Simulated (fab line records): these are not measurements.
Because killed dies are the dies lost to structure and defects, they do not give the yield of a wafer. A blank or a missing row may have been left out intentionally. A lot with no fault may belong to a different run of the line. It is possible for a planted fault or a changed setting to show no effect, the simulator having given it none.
Which of the tools did it? + flow gf180mcu + 14 lots with 42 wafers sampled at 3 steps, on a route of 602 steps

## WHAT EACH GAUGE READ, for each wafer
GF_V5_THK_MEAS_01.
| lot  | measured     | on            | V5_CVD_00_THK (nm) |
|------|--------------|---------------|--------------------|
| L235 | day 26 03:20 | film_metro-02 | 300 303 305        |
| L237 | day 26 16:24 | film_metro-02 | 296 297 297        |
| L238 | day 27 05:11 | film_metro-02 | 301 304 301        |
| L239 | day 27 13:04 | film_metro-04 | 298 297 298        |
| L241 | day 28 05:33 | film_metro-02 | 297 297 302        |
| L242 | day 28 12:19 | film_metro-01 | 296 298 294        |
| L243 | day 28 20:54 | film_metro-02 | 299 299 301        |
| L244 | day 29 05:07 | film_metro-01 | 295 295 292        |
| L245 | day 29 14:26 | film_metro-01 | 298 301 300        |
| L249 | day 30 15:54 | film_metro-02 | 306 301 301        |
| L255 | day 32 01:07 | film_metro-01 | 298 295 298        |
| L256 | day 32 10:12 | film_metro-02 | 303 302 304        |
| L257 | day 32 13:19 | film_metro-04 | 293 294 294        |
| L258 | day 32 19:41 | film_metro-02 | 296 298 299        |

GF_V5_OVL_MEAS_15.
| lot  | measured     | on         | V5_OVL (nm) |
|------|--------------|------------|-------------|
| L235 | day 27 00:02 | overlay-02 | 0 -3 -6     |
| L237 | day 27 12:59 | overlay-01 | -2 0 3      |
| L238 | day 28 01:34 | overlay-01 | -4 -14 -11  |
| L239 | day 28 09:53 | overlay-02 | 0 -2 -3     |
| L241 | day 29 02:04 | overlay-01 | -1 7 2      |
| L242 | day 29 08:49 | overlay-02 | 5 3 -1      |
| L243 | day 29 16:35 | overlay-01 | -3 4 -1     |
| L244 | day 30 01:06 | overlay-02 | 9 14 1      |
| L245 | day 30 09:41 | overlay-01 | 7 6 3       |
| L249 | day 31 09:53 | overlay-01 | -1 8 -3     |
| L255 | day 32 19:08 | overlay-02 | -9 0 3      |
| L256 | day 33 03:01 | overlay-01 | -1 2 -7     |
| L257 | day 33 07:01 | overlay-01 | 5 7 -2      |
| L258 | day 33 11:43 | overlay-01 | -8 -6 -7    |

## TOOL THAT RAN EACH LOT (tool first, then ch and the chambers of the sampled wafers, then the start)
| lot  | GF_V3_CVD_02                    |
|------|---------------------------------|
| L235 | pecvd-03 ch 0,1,2, day 21 02:26 |
| L237 | pecvd-03 ch 1,2, day 21 19:15   |
| L238 | pecvd-02 ch 0,1,2, day 22 10:47 |
| L239 | pecvd-02 ch 1,2, day 22 19:12   |
| L241 | pecvd-01 ch 0,1, day 23 12:53   |
| L242 | pecvd-01 ch 0,1, day 23 22:04   |
| L243 | pecvd-03 ch 0,1, day 24 08:28   |
| L244 | pecvd-03 ch 0,1,2, day 24 15:36 |
| L245 | pecvd-01 ch 0,1, day 25 05:01   |
| L249 | pecvd-03 ch 0,2, day 26 09:23   |
| L255 | pecvd-03 ch 0,2, day 27 22:55   |
| L256 | pecvd-02 ch 1,2, day 28 07:26   |
| L257 | pecvd-02 ch 0,1,2, day 28 13:55 |
| L258 | pecvd-01 ch 0,1,2, day 28 21:19 |
- GF_V3_CVD_02: deposits SiO2 from TEOS, target thk 850 nm, time 94.851 s.

## AS READ BY THE TOOLS THEMSELVES (means over the sampled wafers that have a number; for cases with no such wafer, the mark the record gives instead)
GF_V3_CVD_02.
| lot  | tool     | heater_power_w (W) |
|------|----------|--------------------|
| L235 | pecvd-03 | 722                |
| L237 | pecvd-03 | 735                |
| L238 | pecvd-02 | 727                |
| L239 | pecvd-02 | 614                |
| L241 | pecvd-01 | 541                |
| L242 | pecvd-01 | 478                |
| L243 | pecvd-03 | 720                |
| L244 | pecvd-03 | 677                |
| L245 | pecvd-01 | 535                |
| L249 | pecvd-03 | 780                |
| L255 | pecvd-03 | 733                |
| L256 | pecvd-02 | 620                |
| L257 | pecvd-02 | 631                |
| L258 | pecvd-01 | 571                |

## THE ANSWER, worked out from the rows above alone
Rule: what is usual is taken from the lots themselves. Put in order of their means at a reading, lots are off if they are a third of the lots or fewer, leave a main group of 4 or more, and stand apart from it by a gap of 3 or more times the standard deviation of the main group's means; of several such gaps the widest counts. Not used: any main group whose means are identical at the precision the tables above print for the reading. Also off: a lot with no number at a reading for which 4 or more lots have one. The other lots that the step has rows for count as sound. The gauges are gone through in route order, then the tools' own readings, and for those a lot's mean is taken as printed above. At the first step where some lot is off, the reading lying furthest off is the one used; lots without a number count as furthest.
Across all readings shown, no lot is off: no conclusion can be drawn from this.

## WHAT HAD BEEN PUT IN BY THE SIMULATOR
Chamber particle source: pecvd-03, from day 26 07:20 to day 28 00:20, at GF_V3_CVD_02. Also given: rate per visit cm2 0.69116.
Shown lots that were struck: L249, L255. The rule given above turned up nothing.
